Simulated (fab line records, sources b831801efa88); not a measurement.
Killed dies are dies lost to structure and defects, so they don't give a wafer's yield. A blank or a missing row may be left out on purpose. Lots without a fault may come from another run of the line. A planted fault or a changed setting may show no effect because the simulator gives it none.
Chamber matching | flow gf180mcu | GF_POLY_GATE_ETCH_13 on rie_si-02: 4 sister chambers
The step etches poly-Si in HBr/Cl2, stops on SiO2, target depth 198.5 nm, time 69.6 s. 4 wafers are shown with their chamber, then 8 later ones without.

WAFERS WITH THEIR CHAMBER
wafer  | chamber | drypump_motor_current_A (A)
L675.4 | 0       | 5.1
L678.5 | 3       | 6.2
L678.6 | 2       | 6.8
L679.1 | 1       | 5.2

WAFERS WITHOUT THEIR CHAMBER
wafer  | drypump_motor_current_A (A)
L679.5 | 6.1
L679.6 | 6.8
L682.1 | 6.8
L682.4 | 5.1
L682.5 | 6.2
L689.4 | 5.2
L689.5 | 6.1
L689.6 | 5.1

WHICH CHAMBER EACH WENT THROUGH
wafer  | from the rows above | in truth
L679.5 | 3                   | 3
L679.6 | 2                   | 2
L682.1 | 2                   | 2
L682.4 | 0                   | 0
L682.5 | 3                   | 3
L689.4 | 1                   | 1
L689.5 | 3                   | 3
L689.6 | 0                   | 0
Placed correctly: 8 of 8. Can't be placed from these rows: 0. Placed wrongly: 0.
How it was worked out, from the rows above alone: a wafer's distance from a chamber is the root of the sum, over the readings, of the square of ((its reading less the chamber's mean) divided by the reading's scatter). The wafer belongs to the nearest chamber; if the next one is less than 2 further off, it can't be placed. A chamber's mean is the mean of its shown wafers. The scatter: with one shown wafer a chamber, the root of the mean of the squares of how far each hidden wafer lies from its nearest shown one.
